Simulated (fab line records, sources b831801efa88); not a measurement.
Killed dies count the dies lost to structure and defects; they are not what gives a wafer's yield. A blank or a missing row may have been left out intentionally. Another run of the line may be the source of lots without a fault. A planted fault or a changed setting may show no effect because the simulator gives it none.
fab line records    flow sky130    part 2 of 2: steps 29 to 39 of 39
[record] lots = 5  wafers = 15  last_day = 50
route steps=708 shown FIELD_ISO@6 NWELL@32 DNWELL@35
lots with no fault: from the same line, run without faults
start_h: start of the lot's first displayed wafer, in hours after the record's first day    wait_h: hours elapsed since this lot's preceding step    " repeats the value in the row above    L1.1+2: several wafers, shown together as one row    - no value present, or no start provided    * or withheld: withheld    < > ~ a bound
route shown NAME@n: names a module that has steps shown in the file, with the first one's number in the route    usual: mean and standard deviation over wafers with no fault    same: alike in all rows    chamber/n: place in a boat    sites: readings site by site    _std_site: how widely they spread, as a standard deviation    _edge_site: inner sites' mean taken away from outer sites' mean    radius_mm: for every site, how far away it sits from the centre of the wafer    mask NAME#n: copy n    behind: the last tool/chamber to shape the wafer    hold: reason for holding the lot/hours on hold/outcome of the hold    device: which transistor (n, p or np) failed to switch    end of line: the route-end tests of the same wafers    a step without rows: its recipe alone    killed: count of dies lost to structure and defects at first sort (not the wafer's yield)    map: a wafer's dies, x killed, . not, _ none there
set.NAME: the run value of the setting; set.NAME@STEP: its run value at that earlier step    model.NAME: the simulator's own value behind a step, which no gauge read
lots seen at some steps along the route; tables by step, rows by wafer
services: the hour from which a tool's chamber was out of use, counted from the record's first day as start_h (under 0 if before that day), plus the number of hours and why
[[steps]]
[step SKY_NWELL_THK_MEAS_02]
[recipe] reads = SiO2_of_NWELL_OXIDATION_01
[usual] NWELL_OXIDATION_THK = 10.00/0.22
lot.wafer  tool           chamber  start_h  wait_h  NWELL_OXIDATION_THK[nm]
L075.3     film_metro-01  -        40.50    0.0     9.88
L075.4     "              -        "        "       10.03
L075.6     "              -        "        "       10.04
L088.4     film_metro-04  -        108.53   0.0     10.02
L088.5     "              -        "        "       9.92
L088.6     "              -        "        "       10.20
L089.2     film_metro-04  -        119.30   0.0     10.14
L089.4     "              -        "        "       10.07
L089.5     "              -        "        "       10.17
L090.3     film_metro-04  -        130.69   0.0     10.08
L090.4     "              -        "        "       10.02
L090.6     "              -        "        "       10.12
L092.2     film_metro-04  -        139.03   0.0     9.79
L092.3     "              -        "        "       9.87
L092.5     "              -        "        "       9.96
[step SKY_DNWELL_DEHYDRATE_00]
[recipe] temp_c = 200  time_s = 60
[usual] heater_power_total_W = 160.37/0.13
lot.wafer  tool            chamber  start_h  wait_h  heater_power_total_W
L075.3     litho_track-04  0        47.64    7.1     160.25
L075.4     "               0        "        "       160.42
L075.6     "               0        "        "       160.48
L088.4     litho_track-03  0        116.75   8.2     160.39
L088.5     "               0        "        "       160.18
L088.6     "               0        "        "       160.45
L089.2     litho_track-04  0        127.61   8.3     160.32
L089.4     "               0        "        "       160.29
L089.5     "               0        "        "       160.43
L090.3     litho_track-04  0        139.24   8.5     160.22
L090.4     "               0        "        "       160.52
L090.6     "               0        "        "       160.30
L092.2     litho_track-04  0        147.96   8.9     160.58
L092.3     "               0        "        "       160.52
L092.5     "               0        "        "       160.59
[step SKY_DNWELL_HMDS_01]
[recipe] prime_time_s = 60  prime_temp_c = 120
lot.wafer   tool            chamber  start_h  wait_h
L075.3+4+6  litho_track-04  0        47.79    0.1
L088.4+5+6  litho_track-03  0        116.90   0.1
L089.2+4+5  litho_track-04  0        127.76   0.1
L090.3+4+6  litho_track-04  0        139.39   0.1
L092.2+3+5  litho_track-04  0        148.11   0.1
[step SKY_DNWELL_COAT_02]
[recipe] spin_rpm = 2000  resist_thk_nm = 3000
[usual] dispense_pressure_kPa = 48.2/0.96
lot.wafer  tool            chamber  start_h  wait_h  dispense_pressure_kPa
L075.3     litho_track-04  0        47.94    0.1     48.1
L075.4     "               0        "        "       48.1
L075.6     "               0        "        "       48.1
L088.4     litho_track-03  0        117.05   0.1     49.5
L088.5     "               0        "        "       49.5
L088.6     "               0        "        "       49.5
L089.2     litho_track-04  0        127.91   0.1     48.1
L089.4     "               0        "        "       48.1
L089.5     "               0        "        "       48.1
L090.3     litho_track-04  0        139.54   0.1     48.1
L090.4     "               0        "        "       48.1
L090.6     "               0        "        "       48.1
L092.2     litho_track-04  0        148.26   0.1     48.1
L092.3     "               0        "        "       48.1
L092.5     "               0        "        "       48.1
[step SKY_DNWELL_SOFTBAKE_03]
[recipe] temp_c = 110  time_s = withheld
[usual] heater_power_total_W = 65.30/0.15
lot.wafer  tool            chamber  start_h  wait_h  heater_power_total_W
L075.3     litho_track-04  0        48.10    0.1     65.50
L075.4     "               0        "        "       65.51
L075.6     "               0        "        "       65.38
L088.4     litho_track-03  0        117.22   0.1     65.28
L088.5     "               0        "        "       65.28
L088.6     "               0        "        "       65.53
L089.2     litho_track-04  0        128.07   0.1     65.37
L089.4     "               0        "        "       65.33
L089.5     "               0        "        "       65.03
L090.3     litho_track-04  0        139.70   0.1     65.23
L090.4     "               0        "        "       65.08
L090.6     "               0        "        "       65.16
L092.2     litho_track-04  0        148.42   0.1     65.36
L092.3     "               0        "        "       65.23
L092.5     "               0        "        "       65.44
[step SKY_DNWELL_EXPOSE_04]
[recipe] mask_id = DNM  na = 0.57  target_cd_nm = 3000  dose_mj = 222
[usual] reticle_temp_C = 23.01/0.12
[same] na = 0.57
lot.wafer  tool              chamber  start_h  wait_h  mask   reticle_temp_C
L075.3     iline_stepper-01  0        -        -       DNM#0  22.88
L075.4     "                 0        "        "       DNM#0  22.84
L075.6     "                 0        "        "       DNM#0  22.83
L088.4     iline_stepper-01  0        -        -       DNM#0  23.07
L088.5     "                 0        "        "       DNM#0  23.10
L088.6     "                 0        "        "       DNM#0  22.85
L089.2     iline_stepper-02  0        -        -       DNM#0  23.04
L089.4     "                 0        "        "       DNM#0  22.99
L089.5     "                 0        "        "       DNM#0  23.05
L090.3     iline_stepper-01  0        -        -       DNM#0  23.15
L090.4     "                 0        "        "       DNM#0  23.16
L090.6     "                 0        "        "       DNM#0  23.16
L092.2     iline_stepper-02  0        -        -       DNM#0  22.94
L092.3     "                 0        "        "       DNM#0  22.92
L092.5     "                 0        "        "       DNM#0  22.86
[step SKY_DNWELL_PEB_05]
[recipe] temp_c = 115  time_s = withheld
[usual] heater_power_total_W = 69.34/0.13
lot.wafer  tool            chamber  start_h  wait_h  heater_power_total_W
L075.3     litho_track-04  0        -        -       69.15
L075.4     "               0        "        "       69.54
L075.6     "               0        "        "       69.49
L088.4     litho_track-01  0        -        -       69.35
L088.5     "               0        "        "       69.55
L088.6     "               0        "        "       69.45
L089.2     litho_track-04  0        -        -       69.21
L089.4     "               0        "        "       69.23
L089.5     "               0        "        "       69.22
L090.3     litho_track-03  0        -        -       69.24
L090.4     "               0        "        "       69.54
L090.6     "               0        "        "       69.32
L092.2     litho_track-01  0        -        -       69.26
L092.3     "               0        "        "       69.20
L092.5     "               0        "        "       69.28
[step SKY_DNWELL_DEVELOP_06]
[recipe] wall_angle_deg = 90  developer = TMAH  develop_time_s = 60  dev_temp_c = 24.05
lot.wafer   tool            chamber  start_h  wait_h
L075.3+4+6  litho_track-04  0        -        -
L088.4+5+6  litho_track-01  0        -        -
L089.2+4+5  litho_track-04  0        -        -
L090.3+4+6  litho_track-03  0        -        -
L092.2+3+5  litho_track-01  0        -        -
[step SKY_DNWELL_IMPLANT_07]
[recipe] species = P  energy_kev = withheld  dose_cm2 = withheld  tilt_deg = withheld
lot.wafer   tool          chamber  start_h  wait_h
L075.3+4+6  implanter-03  0        56.29    -
L088.4+5+6  implanter-03  0        126.04   -
L089.2+4+5  implanter-02  0        136.36   -
L090.3+4+6  implanter-04  0        149.47   -
L092.2+3+5  implanter-02  0        158.09   -
[step SKY_DNWELL_STRIP_08]
[recipe] chemistry = O2/N2  power_w = 1400  pressure_mtorr = 1500  platen_temp_c = withheld  o2_flow_sccm = 3000  n2_flow_sccm = 300  overash_fraction = 0.5
[usual] drypump_motor_current_A = 5.5/0.42  oes_product_au = 0.722/0.0042  strip_time_to_endpoint_s = 36.93/0.11
lot.wafer  tool             chamber  start_h  wait_h  drypump_motor_current_A  oes_product_au  rf_hours_counter_h  strip_time_to_endpoint_s
L075.3     plasma_asher-02  0        56.42    0.1     6.0                      0.719           -                   36.83
L075.4     "                1        "        "       6.0                      0.724           -                   36.91
L075.6     "                1        "        "       6.0                      0.719           -                   36.87
L088.4     plasma_asher-01  0        126.15   0.1     5.6                      0.720           -                   36.97
L088.5     "                1        "        "       4.9                      0.725           -                   37.15
L088.6     "                0        "        "       5.6                      0.726           -                   37.01
L089.2     plasma_asher-04  1        136.49   0.1     5.3                      0.722           46                  36.81
L089.4     "                0        "        "       5.5                      0.717           -                   36.84
L089.5     "                0        "        "       5.5                      0.720           -                   36.97
L090.3     plasma_asher-04  1        149.61   0.1     5.3                      0.721           -                   37.03
L090.4     "                0        "        "       5.5                      0.719           -                   36.95
L090.6     "                0        "        "       5.5                      0.718           -                   36.84
L092.2     plasma_asher-01  1        158.22   0.1     4.9                      0.730           47                  36.95
L092.3     "                0        "        "       5.6                      0.723           -                   36.90
L092.5     "                0        "        "       5.6                      0.727           -                   36.85
[step SKY_DNWELL_TW_MEAS_09]
[usual] DNWELL_TW = 1106/9.9
lot.wafer  tool           chamber  start_h  wait_h  DNWELL_TW
L075.3     film_metro-03  -        56.51    0.1     1099
L075.4     "              -        "        "       1100
L075.6     "              -        "        "       1095
L088.4     film_metro-01  -        126.25   0.1     1107
L088.5     "              -        "        "       1118
L088.6     "              -        "        "       1113
L089.2     film_metro-01  -        136.60   0.1     1123
L089.4     "              -        "        "       1117
L089.5     "              -        "        "       1125
L090.3     film_metro-01  -        149.69   0.1     1109
L090.4     "              -        "        "       1114
L090.6     "              -        "        "       1108
L092.2     film_metro-03  -        158.33   0.1     1098
L092.3     "              -        "        "       1098
L092.5     "              -        "        "       1096
[[services]]
tool            chamber  start_h  hours  kind
cmp-02          -        4.84     0.3    repair
hdpcvd-02       0        10.89    9.8    repair
rie_diel-03     0        12.33    16.5   repair
krf_scanner-02  -        13.51    0.8    repair
rie_si-01       1        15.25    2.5    repair
wet_bench-01    -        17.05    2.6    repair
rie_si-01       0        18.23    8.7    repair
rie_diel-03     -        21.32    2.8    pm
krf_scanner-02  -        34.41    1.3    pm
krf_scanner-02  -        46.54    2.9    repair
cmp-02          -        66.73    1.3    repair
krf_scanner-02  -        71.03    4.4    pm
krf_scanner-02  -        75.40    1.0    pm
furnace-02      -        78.51    3.8    pm
cmp-02          -        102.45   2.2    repair
furnace-02      -        110.26   24.4   repair
rie_diel-03     2        110.36   37.4   repair
rie_diel-03     0        115.82   2.2    repair
krf_scanner-02  -        117.03   21.0   pm
rie_diel-03     -        119.54   1.3    repair
furnace-02      -        134.68   3.7    pm
krf_scanner-02  -        138.03   0.8    pm
furnace-01      -        139.01   3.5    pm
krf_scanner-02  -        145.07   1.8    repair
